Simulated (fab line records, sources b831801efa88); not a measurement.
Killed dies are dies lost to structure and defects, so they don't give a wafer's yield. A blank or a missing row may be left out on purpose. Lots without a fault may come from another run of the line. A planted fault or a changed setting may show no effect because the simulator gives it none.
Problem report in the 8D (eight disciplines) form, filled by code | flow gf180mcu | the parts of the form that need people (team, actions taken, sign-off) are left out

1. THE PROBLEM
rf_fwd_power_W at GF_SAB_CVD_00 reads a mean of 514 W on 2 wafers of 2 lots; wafers without a fault read 588 W with a standard deviation of 3.5. That is -21 standard deviations from the usual mean.
The step: deposits SiO2 from TEOS, target thk 50 nm, time 4.707 s.
First seen on wafer L398.4, day 20 06:21, on pecvd-04. The record holds 42 wafers of 14 lots with a number at this step. Rule for "out", or "out of limits": more than 4 standard deviations from the usual mean. The other wafers with a number count as sound.

2. WHAT IT IS AND WHAT IT IS NOT
question                    | is                | is not
which readings at this step | rf_fwd_power_W    | heater_power_w
which lots                  | L398, L399        | L381, L382, L384, L385, L386, L387, L388, L389, L390, L393, L395, L404
which wafers of those lots  | L398.4, L399.4    | L398.5, L398.6, L399.2, L399.3
read on which tools         | pecvd-04          | pecvd-01, pecvd-03
when                        | from day 20 06:21 | up to then (35 sound wafers); but 5 sound wafers of L399, L404 came after

3. SUSPECTS, AND WHAT RULES EACH OUT
Counting: a tool at a process step up to the reading stays a suspect if it ran every lot that is out. Sound lots after the first of them don't rule it out here, since some wafers of a struck lot are sound.
- pecvd-04 at GF_SAB_CVD_00 (deposits SiO2 from TEOS, target thk 50 nm, time 4.707 s): kept. It ran every lot that is out, first L398 (day 20 06:21); its last sound lot up to then is L390 (day 17 06:05). Its own readings are out on those wafers: rf_fwd_power_W.
- Within pecvd-04 at GF_SAB_CVD_00: the wafers that are out ran in chamber 0; their sound lot-mates ran in chambers 1, 2.
Left after counting: pecvd-04 at GF_SAB_CVD_00.

4. THE CAUSE (what the simulator had put in)
Process parameter drift: pecvd-04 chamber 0, from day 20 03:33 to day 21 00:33, at GF_SAB_CVD_00. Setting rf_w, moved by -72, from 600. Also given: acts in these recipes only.
Counting left only this tool.

5. THE CHAIN OF EFFECTS, in route order
Each row: a reading whose mean over the struck wafers that have a number lies more than 3 standard deviations from the usual. Only readings for which the record gives a usual standard deviation are gone through. hours: the time from each lot's start at the first step in this table that gives one to its start at this step, as a median over the lots. sigmas: the change in usual standard deviations.
hours | step          | reading        | usual | on struck wafers | change | sigmas
0     | GF_SAB_CVD_00 | rf_fwd_power_W | 588 W | 514              | -74    | -21
The process steps in it:
- GF_SAB_CVD_00: deposits SiO2 from TEOS, target thk 50 nm, time 4.707 s.
Later measuring or inspecting steps at which every struck wafer that the step has a row for has a number for every such reading, and none has moved that far: GF_CONTACT_THK_MEAS_03.

6. WHAT WOULD HAVE CAUGHT IT SOONER
In this record the first reading out of limits was taken at day 20 06:21, 3 hours after the fault began at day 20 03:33.
